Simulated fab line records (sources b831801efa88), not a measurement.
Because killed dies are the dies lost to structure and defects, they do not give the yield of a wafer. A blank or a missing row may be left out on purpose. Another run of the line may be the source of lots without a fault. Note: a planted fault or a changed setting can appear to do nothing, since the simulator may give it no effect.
fab line records | flow sky130
record: lots: 7 | wafers: 21 | lastDay: 50
route steps=708 shown LI_CONTACT@370 PAD_OPEN@708
lots with no fault: from the same line, run without faults
startH: hours from the record's opening day to when the first of the lot's shown wafers began | waitH: how many hours have passed since the lot's step before this one | " same as the row above | L1.1+2: one row covering several wafers at once | - either no value or no given start | * or withheld: withheld | < > ~ a bound
route shown NAME@n: names a module that has steps shown in the file, with the first one's number in the route | usual: mean/standard deviation of fault-free wafers | same: alike in all rows | chamber/n: place in a boat | sites: each site's reading | _std_site: standard deviation of those values | _edge_site: the outer-site mean with the inner-site mean subtracted | radiusMm: for every site, how far away it sits from the centre of the wafer | mask NAME#n: copy n | behind: the most recent tool/chamber to have shaped the wafer | hold: why the lot was held/for how many hours/how that ended | device: names the non-switching transistor (n, p or np) | end of line: the route-end tests of the same wafers | for a step that has no rows: nothing shown but its recipe | killed: the dies lost at the first sort to structure and to defects; this is not the yield of the wafer | map: a wafer's dies, marking killed ones x, the rest . and places with no die _
set.NAME: the setting the step ran with; set.NAME@STEP: the setting that earlier step ran with | model.NAME: the simulator's own value behind a step, which no gauge read
certain route steps with their lots: each step a table, each wafer a row
services: the hour from which a tool's chamber was out of use, counted from the record's first day as startH (under 0 if before that day), plus the number of hours and why
== steps ==
step: SKY_LI_CONTACT_SOFTBAKE_08
recipe: tempC: 100 | timeS: 90 | resist: KrF-thick
step: SKY_LI_CONTACT_EXPOSE_09
recipe: maskId: LICM1 | na: 0.8 | sourceShape: annular | sigmaInner: 0.55 | sigmaOuter: 0.85 | targetCdNm: 170 | doseMj: 38
step: SKY_LI_CONTACT_PEB_10
recipe: pebTempC: withheld | pebTimeS: withheld | resist: KrF-thick
step: SKY_LI_CONTACT_DEVELOP_11
recipe: developTimeS: 60 | resist: KrF-thick | devTempC: 21
step: SKY_LI_CONTACT_CD_MEAS_12
recipe: targetCdNm: 170
usual: cdNm: 169.6/1.7
lot.wafer | tool     | chamber | startH | waitH | cdNm
L421.1    | cdSem-01 | -       | 695.05 | -     | 169.5
L421.5    | "        | -       | "      | "     | 168.4
L421.6    | "        | -       | "      | "     | 169.6
L424.3    | cdSem-01 | -       | 735.51 | -     | 172.6
L424.5    | "        | -       | "      | "     | 171.4
L424.6    | "        | -       | "      | "     | 172.3
L427.2    | cdSem-02 | -       | 759.76 | -     | 169.9
L427.5    | "        | -       | "      | "     | 170.9
L427.6    | "        | -       | "      | "     | 169.2
L428.3    | cdSem-01 | -       | 779.09 | -     | 170.0
L428.4    | "        | -       | "      | "     | 171.0
L428.5    | "        | -       | "      | "     | 169.5
L429.2    | cdSem-02 | -       | 780.51 | -     | 170.6
L429.5    | "        | -       | "      | "     | 168.7
L429.6    | "        | -       | "      | "     | 169.4
L436.2    | cdSem-01 | -       | 815.34 | -     | 172.0
L436.3    | "        | -       | "      | "     | 173.4
L436.6    | "        | -       | "      | "     | 172.6
L440.1    | cdSem-01 | -       | 836.89 | -     | 167.8
L440.3    | "        | -       | "      | "     | 167.5
L440.6    | "        | -       | "      | "     | 168.9
step: SKY_LI_CONTACT_OVL_MEAS_13
usual: LI_CONTACT_OVL: 2/5.8
lot.wafer | tool       | chamber | startH | waitH | LI_CONTACT_OVL[nm]
L421.1    | overlay-01 | -       | 695.17 | 0.1   | -2
L421.5    | "          | -       | "      | "     | 4
L421.6    | "          | -       | "      | "     | 5
L424.3    | overlay-02 | -       | 735.60 | 0.1   | 2
L424.5    | "          | -       | "      | "     | -1
L424.6    | "          | -       | "      | "     | 5
L427.2    | overlay-02 | -       | 759.87 | 0.1   | 9
L427.5    | "          | -       | "      | "     | -4
L427.6    | "          | -       | "      | "     | -1
L428.3    | overlay-02 | -       | 779.19 | 0.1   | 5
L428.4    | "          | -       | "      | "     | -7
L428.5    | "          | -       | "      | "     | 11
L429.2    | overlay-02 | -       | 780.62 | 0.1   | -12
L429.5    | "          | -       | "      | "     | -1
L429.6    | "          | -       | "      | "     | -3
L436.2    | overlay-02 | -       | 815.44 | 0.1   | 0
L436.3    | "          | -       | "      | "     | 1
L436.6    | "          | -       | "      | "     | 4
L440.1    | overlay-01 | -       | 837.01 | 0.1   | -1
L440.3    | "          | -       | "      | "     | 1
L440.6    | "          | -       | "      | "     | -1
step: SKY_LI_CONTACT_ETCH_14
recipe: chemistry: N2/H2 | target: BARC | ionEnergyEv: 200 | sourceW: 500 | biasW: 97.51 | pressureMtorr: 30 | n2FlowSccm: 100 | h2FlowSccm: 200 | stopOn: SiO2 | timeS: 45.9 | targetDepthA: 600
usual: drypumpMotorCurrentA: 5.65/0.23 | oesProductAu: 0.855/0.0049 | throttleValvePct: 13.224/0.01
lot.wafer | tool       | chamber | startH | waitH | drypumpMotorCurrentA | oesProductAu | rfHoursCounterH | throttleValvePct
L421.1    | rieDiel-01 | 0       | 695.21 | 0.0   | 5.56                 | 0.853        | 3               | 13.221
L421.5    | "          | 1       | "      | "     | 5.75                 | 0.864        | -               | 13.211
L421.6    | "          | 0       | "      | "     | 5.59                 | 0.861        | -               | 13.221
L424.3    | rieDiel-03 | 0       | 735.62 | 0.0   | 5.05                 | 0.845        | 2               | 13.242
L424.5    | "          | 2       | "      | "     | 5.77                 | 0.863        | -               | 13.225
L424.6    | "          | 3       | "      | "     | 5.37                 | 0.848        | -               | 13.227
L427.2    | rieDiel-04 | 3       | 759.90 | 0.0   | 5.64                 | 0.859        | 26              | 13.235
L427.5    | "          | 3       | "      | "     | 5.65                 | 0.852        | -               | 13.226
L427.6    | "          | 2       | "      | "     | 5.45                 | 0.857        | -               | 13.245
L428.3    | rieDiel-01 | 2       | 779.21 | 0.0   | 6.02                 | 0.850        | 23              | 13.226
L428.4    | "          | 1       | "      | "     | 5.76                 | 0.855        | 14              | 13.218
L428.5    | "          | 2       | "      | "     | 6.00                 | 0.851        | -               | 13.229
L429.2    | rieDiel-03 | 0       | 780.65 | 0.0   | 5.08                 | 0.856        | 3               | 13.225
L429.5    | "          | 0       | "      | "     | 5.07                 | 0.862        | -               | 13.237
L429.6    | "          | 3       | "      | "     | 5.36                 | 0.862        | -               | 13.216
L436.2    | rieDiel-04 | 0       | 815.47 | 0.0   | 5.77                 | 0.856        | 19              | 13.229
L436.3    | "          | 2       | "      | "     | 5.50                 | 0.858        | 12              | 13.222
L436.6    | "          | 0       | "      | "     | 5.78                 | 0.854        | -               | 13.235
L440.1    | rieDiel-01 | 3       | 837.05 | 0.0   | 5.84                 | 0.849        | 19              | 13.230
L440.3    | "          | 1       | "      | "     | 5.75                 | 0.844        | 15              | 13.229
L440.6    | "          | 0       | "      | "     | 5.57                 | 0.851        | -               | 13.226
step: SKY_LI_CONTACT_ETCH_15
recipe: target: PSG | chemistry: C4F8/O2/Ar | stopOn: Si | taperDeg: 4.15 | maskMaterial: KrF-thick | sourceW: 1500 | biasW: 1200 | pressureMtorr: 40 | c4f8FlowSccm: withheld | O2_flow_sccm: 6 | Ar_flow_sccm: 300 | timeS: withheld | targetDepthA: 6000
usual: oesProductAu: 0.837/0.0052
lot.wafer | tool       | chamber | startH | waitH | oesProductAu
L421.1    | rieDiel-01 | 0       | 695.25 | 0.0   | 0.835
L421.5    | "          | 1       | "      | "     | 0.840
L421.6    | "          | 0       | "      | "     | 0.847
L424.3    | rieDiel-03 | 0       | 735.66 | 0.0   | 0.837
L424.5    | "          | 2       | "      | "     | 0.829
L424.6    | "          | 3       | "      | "     | 0.834
L427.2    | rieDiel-04 | 3       | 759.94 | 0.0   | 0.845
L427.5    | "          | 3       | "      | "     | 0.844
L427.6    | "          | 2       | "      | "     | 0.834
L428.3    | rieDiel-01 | 2       | 779.25 | 0.0   | 0.830
L428.4    | "          | 1       | "      | "     | 0.846
L428.5    | "          | 2       | "      | "     | 0.835
L429.2    | rieDiel-03 | 0       | 780.69 | 0.0   | 0.838
L429.5    | "          | 0       | "      | "     | 0.839
L429.6    | "          | 3       | "      | "     | 0.836
L436.2    | rieDiel-04 | 0       | 815.51 | 0.0   | 0.834
L436.3    | "          | 2       | "      | "     | 0.829
L436.6    | "          | 0       | "      | "     | 0.843
L440.1    | rieDiel-01 | 3       | 837.09 | 0.0   | 0.837
L440.3    | "          | 1       | "      | "     | 0.827
L440.6    | "          | 0       | "      | "     | 0.837
step: SKY_LI_CONTACT_STRIP_16
recipe: chemistry: O2/N2 | powerW: 1400 | pressureMtorr: 1500 | platenTempC: withheld | o2FlowSccm: 3000 | n2FlowSccm: 300 | overashFraction: 0.5
usual: drypumpMotorCurrentA: 5.7/0.34 | oesProductAu: 0.375/0.0047 | stripTimeToEndpointS: 3.48/0.054
lot.wafer | tool           | chamber | startH | waitH | drypumpMotorCurrentA | oesProductAu | rfHoursCounterH | stripTimeToEndpointS
L421.1    | plasmaAsher-01 | 0       | 695.34 | -     | 6.1                  | 0.380        | 56              | 3.50
L421.5    | "              | 0       | "      | "     | 6.0                  | 0.379        | -               | 3.59
L421.6    | "              | 1       | "      | "     | 5.4                  | 0.379        | -               | 3.51
L424.3    | plasmaAsher-03 | 1       | 735.78 | -     | 5.1                  | 0.375        | -               | 3.50
L424.5    | "              | 1       | "      | "     | 5.1                  | 0.376        | -               | 3.40
L424.6    | "              | 0       | "      | "     | 5.7                  | 0.374        | -               | 3.47
L427.2    | plasmaAsher-03 | 0       | 760.02 | -     | 5.6                  | 0.384        | 29              | 3.46
L427.5    | "              | 0       | "      | "     | 5.6                  | 0.371        | -               | 3.46
L427.6    | "              | 1       | "      | "     | 5.1                  | 0.371        | -               | 3.42
L428.3    | plasmaAsher-04 | 0       | 779.37 | -     | 6.2                  | 0.377        | -               | 3.48
L428.4    | "              | 1       | "      | "     | 5.8                  | 0.380        | -               | 3.55
L428.5    | "              | 0       | "      | "     | 6.2                  | 0.374        | -               | 3.48
L429.2    | plasmaAsher-03 | 1       | 780.77 | -     | 5.1                  | 0.373        | 31              | 3.46
L429.5    | "              | 1       | "      | "     | 5.1                  | 0.374        | -               | 3.47
L429.6    | "              | 0       | "      | "     | 5.6                  | 0.367        | -               | 3.48
L436.2    | plasmaAsher-03 | 1       | 815.60 | -     | 5.1                  | 0.381        | 35              | 3.47
L436.3    | "              | 1       | "      | "     | 5.1                  | 0.378        | -               | 3.40
L436.6    | "              | 0       | "      | "     | 5.6                  | 0.374        | -               | 3.44
L440.1    | plasmaAsher-03 | 1       | 837.17 | -     | 5.1                  | 0.377        | 38              | 3.48
L440.3    | "              | 0       | "      | "     | 5.6                  | 0.371        | -               | 3.57
L440.6    | "              | 1       | "      | "     | 5.1                  | 0.374        | -               | 3.53
step: SKY_LI_CONTACT_CLEAN_17
recipe: chemistry: NMP | timeS: 600 | tempC: 60 | dry: n2Spin
step: SKY_LI_CONTACT_PRE_CLEAN_18
recipe: gas: Ar | timeS: 5.6 | biasV: 358
step: SKY_LI_CONTACT_SPUTTER_19
recipe: material: Ti | targetThkNm: 20 | chamberPressurePa: 5 | powerW: 2500 | substrateTempC: 200 | timeS: 106.37
usual: cathodeDcPowerW: 2500.0/0.46 | chamberPressurePa: 5.000/0.0095 | throttleValvePct: 30.7/0.58
lot.wafer | tool          | chamber | startH | waitH | cathodeDcPowerW | chamberPressurePa | throttleValvePct
L421.1    | pvdSputter-04 | -       | 695.63 | 0.0   | 2500.0          | 4.995             | 31.8
L421.5    | "             | -       | "      | "     | 2499.8          | 4.986             | 31.2
L421.6    | "             | -       | "      | "     | 2500.5          | 4.984             | 30.1
L424.3    | pvdSputter-02 | -       | 736.04 | 0.0   | 2500.1          | 5.000             | 31.0
L424.5    | "             | -       | "      | "     | 2500.1          | 4.998             | 30.9
L424.6    | "             | -       | "      | "     | 2500.5          | 4.984             | 31.2
L427.2    | pvdSputter-01 | -       | 760.32 | 0.0   | 2499.3          | 5.004             | 30.3
L427.5    | "             | -       | "      | "     | 2500.1          | 4.996             | 30.0
L427.6    | "             | -       | "      | "     | 2500.6          | 4.984             | 30.4
L428.3    | pvdSputter-01 | -       | 779.63 | 0.0   | 2500.2          | 5.015             | 30.4
L428.4    | "             | -       | "      | "     | 2500.1          | 4.973             | 31.3
L428.5    | "             | -       | "      | "     | 2499.8          | 4.998             | 29.8
L429.2    | pvdSputter-02 | -       | 781.08 | 0.0   | 2499.7          | 5.002             | 31.3
L429.5    | "             | -       | "      | "     | 2499.7          | 5.017             | 31.0
L429.6    | "             | -       | "      | "     | 2500.6          | 4.981             | 31.5
L436.2    | pvdSputter-01 | -       | 815.90 | 0.0   | 2500.9          | 4.999             | 30.0
L436.3    | "             | -       | "      | "     | 2500.5          | 5.010             | 30.6
L436.6    | "             | -       | "      | "     | 2501.1          | 5.025             | 30.5
L440.1    | pvdSputter-04 | -       | 837.47 | 0.0   | 2500.3          | 5.004             | 31.8
L440.3    | "             | -       | "      | "     | 2500.2          | 4.995             | 30.8
L440.6    | "             | -       | "      | "     | 2500.1          | 5.001             | 30.7
step: SKY_LI_CONTACT_SPUTTER_20
recipe: material: TiN | targetThkNm: 20 | chamberPressurePa: 5 | powerW: 4000 | timeS: 80
usual: cathodeDcPowerW: 4000.1/0.71 | chamberPressurePa: 4.999/0.0092 | throttleValvePct: 30.7/0.6
lot.wafer | tool          | chamber | startH | waitH | cathodeDcPowerW | chamberPressurePa | throttleValvePct
L421.1    | pvdSputter-04 | -       | 695.71 | 0.0   | 4000.1          | 5.009             | 31.9
L421.5    | "             | -       | "      | "     | 4000.5          | 4.995             | 31.2
L421.6    | "             | -       | "      | "     | 4000.1          | 4.991             | 30.6
L424.3    | pvdSputter-02 | -       | 736.12 | 0.0   | 3999.8          | 5.003             | 31.0
L424.5    | "             | -       | "      | "     | 3999.4          | 5.006             | 30.8
L424.6    | "             | -       | "      | "     | 4001.0          | 4.992             | 31.0
L427.2    | pvdSputter-01 | -       | 760.39 | 0.0   | -               | -                 | -
L427.5    | "             | -       | "      | "     | -               | -                 | -
L427.6    | "             | -       | "      | "     | -               | -                 | -
L428.3    | pvdSputter-01 | -       | 779.71 | 0.0   | -               | -                 | -
L428.4    | "             | -       | "      | "     | -               | -                 | -
L428.5    | "             | -       | "      | "     | -               | -                 | -
L429.2    | pvdSputter-02 | -       | 781.16 | 0.0   | -               | -                 | -
L429.5    | "             | -       | "      | "     | -               | -                 | -
L429.6    | "             | -       | "      | "     | -               | -                 | -
L436.2    | pvdSputter-01 | -       | 815.97 | 0.0   | 4001.6          | 4.999             | 29.8
L436.3    | "             | -       | "      | "     | 3999.1          | 4.978             | 30.5
L436.6    | "             | -       | "      | "     | 3999.9          | 4.986             | 30.4
L440.1    | pvdSputter-04 | -       | 837.54 | 0.0   | 4000.3          | 4.997             | 31.8
L440.3    | "             | -       | "      | "     | 3998.5          | 4.995             | 30.7
L440.6    | "             | -       | "      | "     | 4000.0          | 5.005             | 30.8
step: SKY_LI_CONTACT_CVD_21
recipe: material: W | targetThkNm: 400 | timeS: 120.56 | tempC: 400 | pressureTorr: 40
usual: heaterPowerW: 849/57
lot.wafer | tool    | chamber | startH | waitH | heaterPowerW | sinceWetCleanH
L421.1    | cvdW-02 | 1       | 695.77 | 0.0   | 958          | 792
L421.5    | "       | 0       | "      | "     | 768          | -
L421.6    | "       | 1       | "      | "     | 959          | -
L424.3    | cvdW-01 | 0       | 736.22 | 0.1   | 832          | -
L424.5    | "       | 1       | "      | "     | 838          | -
L424.6    | "       | 0       | "      | "     | 848          | -
L427.2    | cvdW-01 | 0       | 760.50 | 0.1   | 845          | -
L427.5    | "       | 0       | "      | "     | 842          | -
L427.6    | "       | 0       | "      | "     | 841          | -
L428.3    | cvdW-01 | 1       | 779.81 | 0.1   | 805          | -
L428.4    | "       | 0       | "      | "     | 836          | -
L428.5    | "       | 1       | "      | "     | 815          | -
L429.2    | cvdW-02 | 1       | 781.22 | 0.0   | 975          | 877
L429.5    | "       | 0       | "      | "     | 802          | -
L429.6    | "       | 1       | "      | "     | 959          | -
L436.2    | cvdW-02 | 0       | 816.03 | 0.0   | 799          | 912
L436.3    | "       | 1       | "      | "     | 939          | -
L436.6    | "       | 1       | "      | "     | 945          | -
L440.1    | cvdW-01 | 1       | 837.60 | 0.0   | 825          | 434
L440.3    | "       | 1       | "      | "     | 817          | -
L440.6    | "       | 0       | "      | "     | 836          | -
step: SKY_PAD_OPEN_PROBE_99
usual: killed_at_M0_to_M3: 42/7.1 | killed_at_M4_up: 3.0/1.7 | killedAtContacts: 25/5 | killedAtFrontEnd: 16/4.4 | killedAtOther: 0.5/1.4 | killedDies: 87/9.2 | killedOnRim: 18/4.3 | killedOpen: 47/6.2 | killedShort: 39/6.6
same: grossDies: 492 | killedAtBackSide: 0
lot.wafer | tool      | chamber | startH  | waitH | killed_at_M0_to_M3 | killed_at_M4_up | killedAtContacts | killedAtFrontEnd | killedAtOther | killedDies | killedOnRim | killedOpen | killedShort
L421.1    | prober-02 | -       | 1086.62 | 0.1   | 54                 | 1               | 19               | 22               | 0             | 96         | 19          | 49         | 45
L421.5    | prober-02 | -       | 1086.82 | 0.2   | 51                 | 1               | 22               | 12               | 0             | 86         | 13          | 49         | 37
L421.6    | prober-02 | -       | 1086.87 | 0.2   | 47                 | 4               | 27               | 22               | 0             | 100        | 25          | 58         | 41
L424.3    | prober-02 | -       | 1117.49 | 0.2   | 47                 | 2               | 28               | 17               | 1             | 95         | 16          | 55         | 39
L424.5    | prober-02 | -       | 1117.59 | 0.2   | 44                 | 1               | 21               | 22               | 0             | 88         | 17          | 49         | 38
L424.6    | prober-02 | -       | 1117.64 | 0.2   | 45                 | 0               | 22               | 26               | 0             | 93         | 25          | 51         | 41
L427.2    | prober-02 | -       | 1136.35 | 0.1   | 38                 | 4               | 428              | 21               | 1             | 492        | 96          | 52         | 38
L427.5    | prober-02 | -       | 1136.50 | 0.2   | 52                 | 2               | 423              | 15               | 0             | 492        | 96          | 35         | 53
L427.6    | prober-02 | -       | 1136.55 | 0.2   | 47                 | 3               | 429              | 13               | 0             | 492        | 96          | 42         | 48
L428.3    | prober-01 | -       | 1150.71 | 0.2   | 36                 | 4               | 437              | 15               | 0             | 492        | 96          | 43         | 33
L428.4    | prober-01 | -       | 1150.76 | 0.2   | 51                 | 3               | 426              | 12               | 0             | 492        | 96          | 55         | 36
L428.5    | prober-01 | -       | 1150.81 | 0.2   | 53                 | 5               | 417              | 17               | 0             | 492        | 96          | 59         | 34
L429.2    | prober-02 | -       | 1152.62 | 0.1   | 39                 | 6               | 436              | 11               | 0             | 492        | 96          | 44         | 32
L429.5    | prober-02 | -       | 1152.77 | 0.2   | 36                 | 2               | 441              | 13               | 0             | 492        | 96          | 43         | 38
L429.6    | prober-02 | -       | 1152.82 | 0.2   | 34                 | 5               | 432              | 21               | 0             | 492        | 96          | 45         | 39
L436.2    | prober-02 | -       | 1176.00 | 0.1   | 40                 | 2               | 28               | 7                | 0             | 77         | 20          | 45         | 32
L436.3    | prober-02 | -       | 1176.05 | 0.2   | 36                 | 2               | 19               | 15               | 0             | 72         | 13          | 37         | 35
L436.6    | prober-02 | -       | 1176.20 | 0.2   | 41                 | 3               | 18               | 14               | 1             | 77         | 10          | 39         | 38
killed by level:class
L421.1 VIA1:geometricParticle:open=10 LI_CONTACT:geometricParticle:open=8 VIA1:geometricParticle:short=7 FIELD_ISO:geometricParticle:short=6 CONTACT:geometricParticle:open=6 VIA3:geometricParticle:open=5 METAL1:geometricParticle:short=5 METAL2:geometricParticle:short=5
L421.5 VIA1:geometricParticle:open=13 CONTACT:geometricParticle:open=12 VIA2:geometricParticle:open=6 METAL1:geometricParticle:short=6 FIELD_ISO:geometricParticle:short=5 METAL2:geometricParticle:short=5 VIA2:geometricParticle:short=5 VIA3:geometricParticle:open=5
L421.6 VIA1:geometricParticle:open=11 FIELD_ISO:geometricParticle:open=8 CONTACT:geometricParticle:open=7 LI_CONTACT:geometricParticle:open=6 CONTACT:geometricParticle:short=5 METAL1:geometricParticle:short=5 VIA2:geometricParticle:open=5 VIA3:geometricParticle:open=5
L424.3 VIA2:geometricParticle:open=11 LOCAL_INTERCONNECT:geometricParticle:short=8 CONTACT:geometricParticle:open=8 VIA3:geometricParticle:open=8 METAL2:geometricParticle:short=8 LI_CONTACT:geometricParticle:open=6 VIA3:geometricParticle:short=5 FIELD_ISO:geometricParticle:open=4
L424.5 VIA2:geometricParticle:open=9 CONTACT:geometricParticle:open=8 VIA1:geometricParticle:open=8 FIELD_ISO:geometricParticle:short=6 LI_CONTACT:geometricParticle:open=6 METAL2:geometricParticle:short=6 FIELD_ISO:geometricParticle:open=5 POLY_GATE:geometricParticle:short=4
L424.6 CONTACT:geometricParticle:open=10 VIA1:geometricParticle:open=9 FIELD_ISO:geometricParticle:short=8 FIELD_ISO:geometricParticle:open=8 METAL2:geometricParticle:short=8 VIA3:geometricParticle:open=7 VIA2:geometricParticle:open=6 VIA2:geometricParticle:short=5
L427.2 LI_CONTACT:areaSputter=401 CONTACT:geometricParticle:open=11 VIA1:geometricParticle:open=9 LI_CONTACT:geometricParticle:open=7 FIELD_ISO:geometricParticle:open=6 METAL2:geometricParticle:short=6 METAL1:geometricParticle:short=6 VIA3:geometricParticle:open=6
L427.5 LI_CONTACT:areaSputter=404 VIA1:geometricParticle:open=10 METAL2:geometricParticle:short=8 METAL1:geometricParticle:short=7 VIA2:geometricParticle:open=7 VIA1:geometricParticle:short=6 FIELD_ISO:geometricParticle:open=5 CONTACT:geometricParticle:short=5
L427.6 LI_CONTACT:areaSputter=402 VIA1:geometricParticle:open=9 CONTACT:geometricParticle:short=8 METAL2:geometricParticle:short=8 VIA2:geometricParticle:open=7 CONTACT:geometricParticle:open=6 VIA3:geometricParticle:open=6 FIELD_ISO:geometricParticle:short=5
L428.3 LI_CONTACT:areaSputter=413 VIA1:geometricParticle:open=11 CONTACT:geometricParticle:open=7 LOCAL_INTERCONNECT:geometricParticle:short=6 VIA2:geometricParticle:open=5 FIELD_ISO:geometricParticle:short=4 POLY_GATE:geometricParticle:open=4 LI_CONTACT:geometricParticle:open=4
L428.4 LI_CONTACT:areaSputter=400 VIA1:geometricParticle:open=16 CONTACT:geometricParticle:open=10 VIA2:geometricParticle:open=9 VIA3:geometricParticle:open=7 VIA2:geometricParticle:short=6 LI_CONTACT:geometricParticle:open=5 LI_CONTACT:geometricParticle:short=4
L428.5 LI_CONTACT:areaSputter=399 VIA1:geometricParticle:open=19 CONTACT:geometricParticle:open=8 VIA3:geometricParticle:open=7 LI_CONTACT:geometricParticle:open=7 VIA1:geometricParticle:short=7 FIELD_ISO:geometricParticle:open=6 METAL2:geometricParticle:short=6
L429.2 LI_CONTACT:areaSputter=416 CONTACT:geometricParticle:open=10 VIA2:geometricParticle:open=9 VIA1:geometricParticle:open=8 VIA3:geometricParticle:open=7 METAL4:geometricParticle:short=6 VIA2:geometricParticle:short=5 FIELD_ISO:geometricParticle:short=4
L429.5 LI_CONTACT:areaSputter=411 CONTACT:geometricParticle:open=9 LI_CONTACT:geometricParticle:open=7 VIA2:geometricParticle:open=7 VIA1:geometricParticle:open=6 METAL2:geometricParticle:short=6 POLY_GATE:geometricParticle:short=5 LI_CONTACT:geometricParticle:short=5
L429.6 LI_CONTACT:areaSputter=408 VIA3:geometricParticle:open=9 LOCAL_INTERCONNECT:geometricParticle:short=7 CONTACT:geometricParticle:open=6 VIA2:geometricParticle:open=5 POLY_GATE:geometricParticle:short=5 LI_CONTACT:geometricParticle:open=5 VIA1:geometricParticle:open=5
L436.2 CONTACT:geometricParticle:open=11 VIA1:geometricParticle:open=11 VIA3:geometricParticle:open=8 METAL2:geometricParticle:short=5 CONTACT:geometricParticle:short=5 LI_CONTACT:geometricParticle:short=4 LI_CONTACT:geometricParticle:open=4 LOCAL_INTERCONNECT:geometricParticle:short=4
L436.3 VIA1:geometricParticle:open=10 LI_CONTACT:geometricParticle:open=7 VIA1:geometricParticle:short=7 FIELD_ISO:geometricParticle:open=5 FIELD_ISO:geometricParticle:short=5 LOCAL_INTERCONNECT:geometricParticle:short=4 LI_CONTACT:geometricParticle:short=3 CONTACT:geometricParticle:open=3
L436.6 VIA1:geometricParticle:open=9 CONTACT:geometricParticle:open=8 POLY_GATE:geometricParticle:short=6 FIELD_ISO:geometricParticle:short=5 LI_CONTACT:geometricParticle:open=5 METAL1:geometricParticle:short=5 VIA1:geometricParticle:short=5 VIA2:geometricParticle:open=5
map L427.2 (x killed, . not)
__________xxxxxxxxxx_________
________xxxxxxxxxxxxxx_______
______xxxxxxxxxxxxxxxxxx_____
_____xxxxxxxxxxxxxxxxxxxx____
____xxxxxxxxxxxxxxxxxxxxxx___
___xxxxxxxxxxxxxxxxxxxxxxxx__
__xxxxxxxxxxxxxxxxxxxxxxxxxx_
_xxxxxxxxxxxxxxxxxxxxxxxxxxxx
_xxxxxxxxxxxxxxxxxxxxxxxxxxxx
_xxxxxxxxxxxxxxxxxxxxxxxxxxxx
_xxxxxxxxxxxxxxxxxxxxxxxxxxxx
_xxxxxxxxxxxxxxxxxxxxxxxxxxxx
_xxxxxxxxxxxxxxxxxxxxxxxxxxxx
_xxxxxxxxxxxxxxxxxxxxxxxxxxxx
_xxxxxxxxxxxxxxxxxxxxxxxxxxxx
__xxxxxxxxxxxxxxxxxxxxxxxxxx_
___xxxxxxxxxxxxxxxxxxxxxxxx__
____xxxxxxxxxxxxxxxxxxxxxx___
_____xxxxxxxxxxxxxxxxxxxx____
______xxxxxxxxxxxxxxxxxx_____
________xxxxxxxxxxxxxx_______
__________xxxxxxxxxx_________
map L428.3 (x killed, . not)
__________xxxxxxxxxx_________
________xxxxxxxxxxxxxx_______
______xxxxxxxxxxxxxxxxxx_____
_____xxxxxxxxxxxxxxxxxxxx____
____xxxxxxxxxxxxxxxxxxxxxx___
___xxxxxxxxxxxxxxxxxxxxxxxx__
__xxxxxxxxxxxxxxxxxxxxxxxxxx_
_xxxxxxxxxxxxxxxxxxxxxxxxxxxx
_xxxxxxxxxxxxxxxxxxxxxxxxxxxx
_xxxxxxxxxxxxxxxxxxxxxxxxxxxx
_xxxxxxxxxxxxxxxxxxxxxxxxxxxx
_xxxxxxxxxxxxxxxxxxxxxxxxxxxx
_xxxxxxxxxxxxxxxxxxxxxxxxxxxx
_xxxxxxxxxxxxxxxxxxxxxxxxxxxx
_xxxxxxxxxxxxxxxxxxxxxxxxxxxx
__xxxxxxxxxxxxxxxxxxxxxxxxxx_
___xxxxxxxxxxxxxxxxxxxxxxxx__
____xxxxxxxxxxxxxxxxxxxxxx___
_____xxxxxxxxxxxxxxxxxxxx____
______xxxxxxxxxxxxxxxxxx_____
________xxxxxxxxxxxxxx_______
__________xxxxxxxxxx_________
== services ==
tool           | chamber | startH | hours | kind
cvdW-01        | 1       | 672.52 | 4.4   | repair
rieDiel-03     | 0       | 672.79 | 7.4   | repair
rieDiel-04     | -       | 686.25 | 35.3  | repair
cvdW-02        | 0       | 690.57 | 4.5   | repair
rieDiel-03     | 0       | 693.31 | 1.4   | repair
plasmaAsher-03 | -       | 693.33 | 40.2  | pm
cvdW-01        | -       | 695.09 | 6.9   | pm
rieDiel-03     | 3       | 702.25 | 4.2   | repair
rieDiel-04     | 2       | 703.86 | 23.7  | repair
pvdSputter-01  | -       | 721.69 | 7.6   | repair
plasmaAsher-04 | -       | 733.75 | 9.0   | pm
pvdSputter-02  | -       | 738.12 | 12.3  | repair
cvdW-01        | 1       | 757.75 | 8.3   | repair
rieDiel-04     | 3       | 775.70 | 3.2   | repair
rieDiel-01     | 3       | 793.16 | 11.3  | repair
cvdW-02        | -       | 794.27 | 1.0   | repair
rieDiel-03     | 1       | 800.03 | 2.9   | repair
rieDiel-03     | 3       | 804.50 | 5.5   | repair
plasmaAsher-04 | -       | 809.69 | 4.1   | repair
plasmaAsher-04 | -       | 815.51 | 2.8   | pm
cvdW-02        | -       | 829.14 | 3.8   | pm
pvdSputter-01  | 3       | 832.59 | -     | consumableReplace:kit
pvdSputter-01  | 3       | 832.59 | 18.0  | scheduledDown
pvdSputter-01  | 3       | 832.59 | 18.0  | ventCycle
== key ==
firstSign: step: SKY_LI_CONTACT_SPUTTER_20 | reading: toolRecord | direction: missing
effect: step: SKY_PAD_OPEN_PROBE_99 | reading: killedAtContacts | direction: up | sigmas: 81 | usual: 25 | struck: 430
moreKillsBornAt: SKY_LI_CONTACT_SPUTTER_20@pvdSputter-01: 2415 | SKY_LI_CONTACT_SPUTTER_20@pvdSputter-02: 1226
metAt SKY_LI_CONTACT_SPUTTER_20
struckWafers L427.2,L427.5,L427.6,L428.3,L428.4,L428.5,L429.2,L429.5,L429.6
laterRowsLeftOut L427.2,L427.5,L427.6,L428.3,L428.4,L428.5,L429.2,L429.5,L429.6
testerLeftOut L427,L428,L429
onsetBetween 736.12 760.39
fault: kind: skippedStepWhole | tool: pvdSputter-01,pvdSputter-02 | chamber: - | onsetH: 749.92 | steps: SKY_LI_CONTACT_SPUTTER_20 | scope: struckLotsOnly
testerLeftOut: of these lots the tester's yield and bins aren't shown, on N5 and GAA mostly nor the transistor test; their killed dies are dies lost to structure and defects alone, not to doping, threshold or leakage, so they don't give the yield
laterRowsLeftOut: the simulator's readings of these wafers behind a module that went badly wrong aren't trusted and aren't shown, but for the sort
